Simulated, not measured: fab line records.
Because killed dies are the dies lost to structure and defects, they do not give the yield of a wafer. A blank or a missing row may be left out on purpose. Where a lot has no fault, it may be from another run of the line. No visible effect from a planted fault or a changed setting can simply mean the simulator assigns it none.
What tool caused it? -- flow gf180mcu -- 36 wafers from 12 lots sampled at 7 of the route's 602 steps

## WHAT THE GAUGES READ, wafer by wafer
GF_STI_THK_MEAS_02.
lot,measured,on,STI_OXIDATION_THK (nm)
L615,day 1 11:31,film metro-02,10.16 10.12 10.02
L617,day 1 21:31,film metro-03,10.29 10.13 10.15
L619,day 2 08:32,film metro-02,10.30 10.26 10.34
L621,day 2 17:31,film metro-01,9.95 9.88 9.99
L622,day 2 22:31,film metro-01,9.81 10.03 9.91
L625,day 3 15:09,film metro-03,9.42 9.60 9.56
L629,day 4 10:28,film metro-01,10.03 10.29 10.12
L633,day 5 05:37,film metro-03,9.80 9.83 9.75
L634,day 5 10:32,film metro-02,9.76 9.71 9.65
L635,day 5 15:32,film metro-02,10.07 10.22 10.19
L637,day 6 01:32,film metro-02,9.66 9.66 9.72
L638,day 6 06:38,film metro-01,10.25 10.01 10.16

GF_LVPWELL_OVL_MEAS_07.
lot,measured,on,LVPWELL_OVL (nm)
L615,day 3 18:43,overlay-02,3.3 2.2 2.2
L617,day 4 08:42,overlay-02,-0.5 -2.5 0.0
L619,day 4 20:49,overlay-02,2.5 0.3 -1.0
L621,day 5 06:37,overlay-02,1.0 -0.1 -0.2
L622,day 5 11:40,overlay-01,2.9 2.0 2.5
L625,day 6 05:25,overlay-02,-0.2 2.5 0.6
L629,day 7 04:10,overlay-02,- - -
L633,day 8 01:02,overlay-02,-0.3 -0.5 -0.5
L634,day 8 07:17,overlay-02,1.0 0.3 3.3
L635,day 8 13:02,overlay-02,0.6 1.9 2.8
L637,day 9 00:14,overlay-02,-2.5 -1.4 -1.6
L638,day 9 04:52,overlay-02,-0.8 -0.2 0.8

GF_LVPWELL_TW_MEAS_11.
lot,measured,on,LVPWELL_TW
L615,day 3 19:10,film metro-02,560.7 560.4 562.7
L617,day 4 09:08,film metro-01,558.6 559.2 558.1
L619,day 4 21:15,film metro-01,557.8 560.2 558.2
L621,day 5 07:03,film metro-04,557.4 555.0 552.7
L622,day 5 12:06,film metro-04,555.2 555.9 554.7
L625,day 6 05:51,film metro-02,553.4 553.4 555.8
L629,day 7 04:36,film metro-01,29.8 29.9 29.9
L633,day 8 01:47,film metro-01,556.1 558.7 555.2
L634,day 8 07:43,film metro-02,557.5 558.8 561.1
L635,day 8 13:29,film metro-04,552.6 551.3 557.1
L637,day 9 00:40,film metro-04,557.3 552.7 554.0
L638,day 9 05:19,film metro-02,561.2 561.3 564.4

GF_MVSD_TW_MEAS_11.
lot,measured,on,MVSD_TW
L615,day 4 08:56,film metro-04,1578 1576 1574
L617,day 4 23:10,film metro-01,1574 1574 1578
L619,day 5 11:38,film metro-04,1570 1571 1566
L621,day 5 21:29,film metro-02,1577 1589 1593
L622,day 6 03:03,film metro-04,1561 1557 1568
L625,day 6 21:08,film metro-01,1580 1578 1570
L629,day 7 19:39,film metro-04,1596 1597 1610
L633,day 8 18:49,film metro-04,1560 1560 1567
L634,day 9 00:21,film metro-02,1590 1584 1577
L635,day 9 06:24,film metro-01,1564 1562 1566
L637,day 9 18:17,film metro-02,1585 1578 1584
L638,day 9 22:43,film metro-01,1561 1561 1562

GF_POLY_GATE_OVL_MEAS_11.
lot,measured,on,POLY_GATE_OVL (nm)
L615,day 9 00:01,overlay-02,8 9 8
L617,day 9 20:37,overlay-01,-11 8 -2
L619,day 10 12:22,overlay-02,-6 1 3
L621,day 10 23:07,overlay-01,1 0 -2
L622,day 11 05:22,overlay-02,-9 0 2
L625,day 12 04:28,overlay-01,-1 -2 0
L629,day 13 08:29,overlay-02,-2 -3 -4
L633,day 14 15:04,overlay-02,-3 10 -8
L634,day 14 18:14,overlay-02,-7 -7 -7
L635,day 15 02:28,overlay-02,-13 -14 -5
L637,day 15 17:58,overlay-01,5 5 -5
L638,day 16 01:16,overlay-02,-11 2 -3

## WHAT TOOL EACH LOT RAN ON (gives the tool, then ch and the chambers of the sampled wafers, and finally the start)
lot,GF_STI_CMP_25,GF_LVPWELL_EXPOSE_04
L615,"cmp-01 ch 0,3, day 2 02:12","iline stepper-02 ch 0, day 3 12:58"
L617,"cmp-01 ch 0,1, day 2 15:23","iline stepper-01 ch 0, day 4 02:26"
L619,"cmp-02 ch 0,2, day 3 01:17","iline stepper-02 ch 0, day 4 14:07"
L621,"cmp-01 ch 0,1,3, day 3 09:47","iline stepper-02 ch 0, day 4 23:58"
L622,"cmp-01 ch 2,3, day 3 15:11","iline stepper-02 ch 0, day 5 04:52"
L625,"cmp-02 ch 0,2, day 4 08:21","iline stepper-02 ch 0, day 5 22:11"
L629,"cmp-02 ch 0,1,3, day 5 03:59","iline stepper-02 ch 0, day 6 20:17"
L633,"cmp-01 ch 1,3, day 5 23:50","iline stepper-01 ch 0, day 7 17:18"
L634,"cmp-02 ch 0,1,3, day 6 05:32","iline stepper-02 ch 0, day 7 23:18"
L635,"cmp-02 ch 0,1, day 6 10:05","iline stepper-01 ch 0, day 8 04:29"
L637,"cmp-02 ch 0,2, day 6 21:13","iline stepper-02 ch 0, day 8 15:55"
L638,"cmp-01 ch 0,3, day 7 01:26","iline stepper-02 ch 0, day 8 20:38"
- GF_STI_CMP_25: polishes, stops on Si3N4, t overpolish 33 s, target thk 524.6 nm.
- GF_LVPWELL_EXPOSE_04: exposes mask LVPWELL, target cd 600 nm.

## WHAT THE TOOLS THEMSELVES READ (means of the sampled wafers that have a number; where no wafer has one, the mark that the record gives instead)
GF_STI_CMP_25.
lot,tool,edge zone pressure frac,motor current A (A),overpolish run s (s),time to endpoint s (s)
L615,cmp-01,0.997,12.3,33.005,122
L617,cmp-01,0.997,12.6,33.004,114
L619,cmp-02,0.999,11.7,33.001,130
L621,cmp-01,1.001,11.8,32.998,118
L622,cmp-01,0.995,12.4,32.994,122
L625,cmp-02,0.990,12.0,32.996,122
L629,cmp-02,1.002,11.7,32.998,121
L633,cmp-01,0.998,11.3,32.998,118
L634,cmp-02,0.997,11.8,33.005,123
L635,cmp-02,1.005,12.0,32.999,119
L637,cmp-02,0.998,12.0,33.000,132
L638,cmp-01,0.996,12.1,32.997,119

## THE ANSWER, worked out from the rows above alone
Rule: usual is defined by the lots themselves. The widest of any qualifying gaps counts: lots, ordered by their means at a reading, are off when they make up no more than a third of the lots, leave a main group of 4 or more, and stand apart from it by 3 or more times the standard deviation of that group's means. The tables above print the reading to a certain number of digits; a main group whose means all agree to those digits is not used. Also off: a lot with no number at a reading for which 4 or more lots have one. All remaining lots with rows at the step are treated as sound. The gauges are gone through in route order, then the tools' own readings, and for those a lot's mean is taken as printed above. At the first step where some lot is off, the reading lying furthest off is the one used; lots without a number count as furthest.
Off: L629, at GF_LVPWELL_OVL_MEAS_07 (LVPWELL_OVL). Without a number there: L629. For the main group the mean is 0.6 nm and the standard deviation 1.3.
If a tool, at a process step before that reading, ran all the lots that are off and no sound lot after the first of them, it fits. Not tried: the gauges at GF_LVPWELL_OVL_MEAS_07; whatever is off there is also off at GF_LVPWELL_TW_MEAS_11, on other tools, and gauge error can't account for it. None of those tried fits.

## WHAT THE SIMULATOR PUT IN
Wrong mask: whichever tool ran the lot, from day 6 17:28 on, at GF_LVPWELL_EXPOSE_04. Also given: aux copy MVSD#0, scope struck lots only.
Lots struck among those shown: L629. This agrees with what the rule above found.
